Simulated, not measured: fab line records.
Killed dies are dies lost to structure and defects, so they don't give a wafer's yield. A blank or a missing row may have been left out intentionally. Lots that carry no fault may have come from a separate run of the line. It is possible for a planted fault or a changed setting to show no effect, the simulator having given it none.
Problem report in the 8D (eight disciplines) form, filled by code | flow sky130 | the parts of the form that need people (team, actions taken, sign-off) are left out

1. THE ISSUE
At SKY_METAL5_METAL_ETCH_15, oes-product-au averages 0.825 a.u. over 6 wafers from 2 lots, while fault-free wafers read 0.894 a.u., standard deviation 0.0042. Relative to the usual mean, that is a shift of -16 standard deviations.
The step: etches the open film in Cl2/BCl3, stops on SiO2, target depth 1260 nm, time 252 s.
Earliest sighting: wafer L832.1 on rie-metal-04 at day 47 09:05. The record has a number at this step for 30 wafers belonging to 10 lots. The rule behind "out" and "out of limits": a value lying over 4 standard deviations away from the usual mean. The other wafers with a number count as sound.

2. WHAT IT IS, AND WHAT IT ISN'T
question                    | is                     | is not
which readings at this step | oes-product-au         | drypump-motor-current-A, he-backside-leak-sccm, throttle-valve-pct
which lots                  | L832, L833             | L818, L820, L823, L827, L828, L839, L840, L841
which wafers of those lots  | all that have a number | -
read on which tools         | rie-metal-04           | rie-metal-01, rie-metal-03
when                        | from day 47 09:05      | up to then (15 sound wafers); but 9 sound wafers of L839, L840, L841 came after

3. THE SUSPECTS, EACH WITH WHAT RULES IT OUT
Counting: a tool stays on the suspect list if, at a process step up to the reading, it processed all lots that are out and no sound lot following the first of them.
- rie-metal-04 at SKY_METAL5_METAL_ETCH_15 (etches the open film in Cl2/BCl3, stops on SiO2, target depth 1260 nm, time 252 s): kept. It processed each lot that is out, first L832 at day 47 09:05, and no sound lot thereafter; up to then, the last sound lot it processed was L827 at day 46 04:44. Its own oes-product-au readings are out on those wafers.
The count leaves rie-metal-04 at SKY_METAL5_METAL_ETCH_15.

4. THE CAUSE (what the simulator had put in)
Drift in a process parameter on rie-metal-04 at SKY_METAL5_METAL_ETCH_15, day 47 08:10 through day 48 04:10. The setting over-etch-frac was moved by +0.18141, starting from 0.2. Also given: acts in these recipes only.
This tool alone remained once counting was done.

5. THE CHAIN OF EFFECTS, in route order
Each row: a reading where the mean over the struck wafers with a number is more than 3 standard deviations away from the usual. Only readings for which the record gives a usual standard deviation are gone through. hours: the time from each lot's start at the first step in this table that gives one to its start at this step, as a median over the lots. sigmas: the change in usual standard deviations.
hours | step                     | reading                  | usual      | on struck wafers | change | sigmas
0     | SKY_METAL5_METAL_ETCH_15 | oes-product-au           | 0.894 a.u. | 0.825            | -0.069 | -16
0     | SKY_METAL5_STRIP_16      | strip-time-to-endpoint-s | 13.03 s    | 11.74            | -1.29  | -13
Process steps it contains:
- SKY_METAL5_METAL_ETCH_15: etches the open film in Cl2/BCl3, stops on SiO2, target depth 1260 nm, time 252 s.
- SKY_METAL5_STRIP_16: strips in O2/N2.

6. WHAT WOULD HAVE CAUGHT IT SOONER
In this record the first reading out of limits was taken at day 47 09:05, 1 hour after the fault began at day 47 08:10.
